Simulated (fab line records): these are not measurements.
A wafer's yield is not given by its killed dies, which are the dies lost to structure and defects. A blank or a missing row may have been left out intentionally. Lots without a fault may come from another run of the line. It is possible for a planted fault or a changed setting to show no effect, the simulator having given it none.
Comparing a struck lot with a sound one / flow sky130 / 15 steps out of a route of 708
Sound: wafers L383.2, L383.3, L383.6. Struck: wafers L396.5, L396.6 (left out: L396.1, a lot-mate that was not struck); the cause follows at the end.
For every step that has rows: the tool of each side, followed by ch and its chambers, followed by its first start. Under that, the readings that differ: sound wafers / struck wafers / difference of the means / sigmas: that difference in standard deviations of wafers without a fault.
alike: words and numbers the same on both sides, and readings whose means are apart by under 2 such deviations; not compared: readings that were withheld, readings missing a value for some wafer, numbers with overlapping values and no deviation given by the record, and bounds like >300 which may hide the same value.
Wherever a step has rows on one side only, a row that says differs or no value, or a row with sigmas, the two part there. Numbers that have no deviation but don't overlap get no sigmas and don't part them. Lack of a reading on every wafer of one side parts them only where that side has two or more wafers.

first, 8 steps without rows for these wafers: SKY_POLY_GATE_DEHYDRATE_05 (time 60 s); SKY_POLY_GATE_HMDS_06 (prime time 60 s); SKY_POLY_GATE_COAT_07 (resist thk 110 nm); SKY_POLY_GATE_COAT_08 (resist thk 450 nm); SKY_POLY_GATE_SOFTBAKE_09 (time 90 s); SKY_POLY_GATE_EXPOSE_10 (exposes mask P1M, target cd 150 nm); SKY_POLY_GATE_PEB_11; SKY_POLY_GATE_DEVELOP_12 (develop time 60 s).
SKY_POLY_GATE_CD_MEAS_13: target cd 150 nm.
  sound on cd_sem-01, day 17 12:37; struck on cd_sem-02, day 22 19:25
reading=cd_nm (nm); sound=151.0 149.9 149.7; struck=145.3 146.0; difference=-4.5; sigmas=-3
SKY_POLY_GATE_OVL_MEAS_14:
  sound on overlay-02, day 17 12:43; struck on overlay-01, day 22 19:32
  alike: POLY_GATE_OVL
SKY_POLY_GATE_ETCH_15: etches BARC in N2/H2, stops on SiO2, time 118.5 s, target depth 110 nm.
  sound on rie_diel-04 ch 1,2, day 17 12:45; struck on rie_diel-01 ch 1,2, day 22 19:34
  alike: bias_w, drypump_motor_current_A, oes_product_au, throttle_valve_pct
  not compared: rf_hours_counter_h
SKY_POLY_GATE_ETCH_16: etches Si3N4 in CH3F/O2, stops on poly-Si, time 147.5 s, target depth 75 nm.
  sound on rie_diel-04 ch 1,2, day 17 12:50; struck on rie_diel-01 ch 1,2, day 22 19:39
  alike: bias_w, drypump_motor_current_A, oes_product_au, throttle_valve_pct
  not compared: rf_hours_counter_h
SKY_POLY_GATE_ETCH_17: etches poly-Si in HBr/Cl2, stops on SiO2, target depth 180 nm, time 70.5 s.
  sound on rie_si-01 ch 1,2,3, day 17 12:56; struck on rie_si-02 ch 2,3, day 22 19:45
reading=bias_w (W); sound=99.5 99.7 99.8; struck=100.5 100.1; difference=+0.6; sigmas=+2
reading=over_etch_frac; sound=0.56667 0.56667 0.56667; struck=0.29197 0.29197; difference=-0.27470; sigmas=
reading=model.etch.depth_nm (nm); sound=178.6 178 179.5; struck=148.5 148.9; difference=-30.0; sigmas=
reading=model.POLY_GATE.feature_depth_nm (nm); sound=178.6 178 179.5; struck=148.5 148.9; difference=-30.0; sigmas=
reading=model.KrF-thick_of_POLY_GATE_COAT_08.thk_nm (nm); sound=139.2 141.2 138.2; struck=158 157.2; difference=+18; sigmas=
  alike: HBr_flow_sccm, drypump_motor_current_A, oes_product_au, throttle_valve_pct
  not compared: rf_hours_counter_h
SKY_POLY_GATE_STRIP_18: strips in O2/N2.
  sound on plasma_asher-03 ch 0,1, day 17 12:59; struck on plasma_asher-01 ch 0,1, day 22 19:49
reading=strip_time_to_endpoint_s (s); sound=3.15 3.17 3.13; struck=3.36 3.35; difference=+0.21; sigmas=+5
  alike: drypump_motor_current_A, oes_product_au
  not compared: rf_hours_counter_h
then, 1 step without rows for these wafers: SKY_POLY_GATE_CLEAN_19 (cleans in SC1/SC2, time 150 s).

## WHERE THEY PART
At SKY_POLY_GATE_CD_MEAS_13 first; at SKY_POLY_GATE_STRIP_18 last (within this record only).

WHY: what the simulator had put in
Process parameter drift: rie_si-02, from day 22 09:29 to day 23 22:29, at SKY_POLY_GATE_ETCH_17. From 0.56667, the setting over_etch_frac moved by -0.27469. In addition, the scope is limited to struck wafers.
